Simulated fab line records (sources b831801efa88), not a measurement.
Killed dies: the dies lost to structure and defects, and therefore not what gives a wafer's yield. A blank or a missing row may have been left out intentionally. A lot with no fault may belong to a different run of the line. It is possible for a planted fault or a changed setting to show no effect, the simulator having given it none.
One fault seen from 2 desks	flow gf180mcu	only its own numbers are on each desk; what lay behind them is given at the end

METROLOGY DESK
What the gauges read for every lot (on any tool): the sampled wafers with a number, averaged. Marked OUT: a lot whose mean sits more than 4 standard deviations from the usual mean, which makes it out of limits; the brackets give that distance.
Columns: A = VT_IMPLANT_OVL at GF_VT_IMPLANT_OVL_MEAS_07, usual -0.3 nm; B = VT_IMPLANT_02_OVL at GF_VT_IMPLANT_OVL_MEAS_29, usual -0.5 nm
lot	first seen here	A	B
L199	day 5 14:19	1.6	-0.8
L200	day 5 22:29	0.0	-2.8
L201	day 6 03:13	-0.2	1.0
L202	day 6 09:28	-0.0	-1.7
L203	day 6 14:58	-0.4	-1.0
L204	day 6 19:37	-1.5	-1.4
L206	day 7 14:37	-0.2	-2.8
L207	day 7 18:49	0.4	0.4
L208	day 7 22:46	-1.4	0.3
L209	day 8 04:01	0.0	-1.6
L210	day 8 12:21	0.3	-0.3
L217	day 10 12:31	-0.8	-1.3
L219	day 10 21:46	-0.9	-0.3
L221	day 11 08:07	0.1	-1.2
Result from this desk: across the 14 lots, nothing is out of limits.

THE TOOL OWNER'S DESK: litho track-03
At GF_VT_IMPLANT_SOFTBAKE_25 (time 60 s), the tool's own readings, given per lot that ran on this tool as the mean of the sampled wafers with a number. Marked OUT: a lot whose mean sits more than 4 standard deviations from the usual mean, which makes it out of limits; the brackets give that distance.
Columns: A = heater power total W at GF_VT_IMPLANT_SOFTBAKE_25, usual 56.60 W; B = run length s at GF_VT_IMPLANT_SOFTBAKE_25, usual 89.07 s
lot	first seen here	A	B
L199	day 6 13:01	56.58	89.10
L201	day 7 01:55	56.61	89.20
L202	day 7 08:41	56.60	89.03
L203	day 7 14:10	56.63	89.06
L209	day 9 06:13	56.59	89.08
L217	day 11 16:31	58.35 (+43) OUT	84.41 (-31) OUT
L219	day 12 02:46	58.36 (+43) OUT	84.48 (-31) OUT
This desk's finding: out of limits on L217, L219; first on L217, day 11 16:31 (heater power total W at GF_VT_IMPLANT_SOFTBAKE_25). Within limits: L199, L201, L202, L203, L209.

TAKEN TOGETHER
On L217, L219, at day 11 16:31, an alarm was possible from the tool owner's desk.
Metrology desk: nothing out of limits seen.
The metrology desk holds a record of L217, L219, inside its limits.
Every lot named ran GF_VT_IMPLANT_SOFTBAKE_25 on litho track-03.

WHAT HAD BEEN PUT IN BY THE SIMULATOR
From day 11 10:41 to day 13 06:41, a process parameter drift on litho track-03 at GF_VT_IMPLANT_SOFTBAKE_25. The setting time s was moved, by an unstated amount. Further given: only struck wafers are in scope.
Lots struck among those shown: L217, L219.
Hours from the fault's start to each desk's first reading out of limits: the tool owner's desk, 6.
